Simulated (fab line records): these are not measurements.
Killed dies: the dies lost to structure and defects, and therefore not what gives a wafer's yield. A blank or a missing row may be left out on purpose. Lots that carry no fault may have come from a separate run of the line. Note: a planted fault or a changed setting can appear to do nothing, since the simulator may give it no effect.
Chamber matching + flow sky130 + rie_diel-03 running SKY_PASSIVATION_ETCH_11: 4 sister chambers
The step etches the open film in CF4/O2, stops on AlCu, target depth 725 nm, time 161.1 s. 8 wafers are shown with their chamber, then 12 later ones without.

WAFERS WITH THEIR CHAMBER
| wafer  | chamber | drypump_motor_current_A (A) | oes_product_au (a.u.) |
|--------|---------|-----------------------------|-----------------------|
| L090.4 | 2       | 5.3                         | 0.980                 |
| L090.5 | 0       | 6.0                         | 0.986                 |
| L091.1 | 0       | 5.9                         | 0.975                 |
| L091.2 | 1       | 5.7                         | 0.980                 |
| L091.4 | 1       | 5.6                         | 0.981                 |
| L092.2 | 3       | 5.7                         | 0.974                 |
| L092.4 | 3       | 5.7                         | 0.983                 |
| L092.6 | 2       | 5.3                         | 0.988                 |

WAFERS MISSING THEIR CHAMBER
| wafer  | drypump_motor_current_A (A) | oes_product_au (a.u.) |
|--------|-----------------------------|-----------------------|
| L093.1 | 5.2                         | 0.964                 |
| L093.2 | 5.7                         | 0.970                 |
| L093.6 | 5.3                         | 0.970                 |
| L094.1 | 5.7                         | 0.961                 |
| L094.3 | 5.3                         | 0.985                 |
| L094.6 | 5.9                         | 0.991                 |
| L096.1 | 5.3                         | 0.984                 |
| L096.2 | 6.0                         | 0.973                 |
| L096.3 | 5.7                         | 0.972                 |
| L097.2 | 6.0                         | 0.973                 |
| L097.5 | 5.3                         | 0.975                 |
| L097.6 | 5.7                         | 0.975                 |

WHICH CHAMBER EACH ONE RAN IN
| wafer  | from the rows above     | in truth |
|--------|-------------------------|----------|
| L093.1 | 2                       | 2        |
| L093.2 | can't be placed: 3 or 1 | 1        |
| L093.6 | 2                       | 2        |
| L094.1 | can't be placed: 3 or 1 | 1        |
| L094.3 | 2                       | 2        |
| L094.6 | 0                       | 0        |
| L096.1 | 2                       | 2        |
| L096.2 | 0                       | 0        |
| L096.3 | can't be placed: 3 or 1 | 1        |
| L097.2 | 0                       | 0        |
| L097.5 | 2                       | 2        |
| L097.6 | can't be placed: 3 or 1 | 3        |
Correctly placed: 8 of 12. From these rows, 4 cannot be placed; in 4 the true chamber is one of the candidates. Wrongly placed: 0.
How it was worked out, from the rows above alone: a wafer's distance from a chamber is the root of the sum, over the readings, of the square of ((its reading less the chamber's mean) divided by the reading's scatter). The wafer belongs to the nearest chamber; if the next one is less than 2 further off, it can't be placed. Each chamber's mean is taken over the wafers shown for it. How the scatter is found: for the shown wafers, subtract from each reading the mean of its chamber, square and add these, divide the total by (wafers less chambers), then take the root.
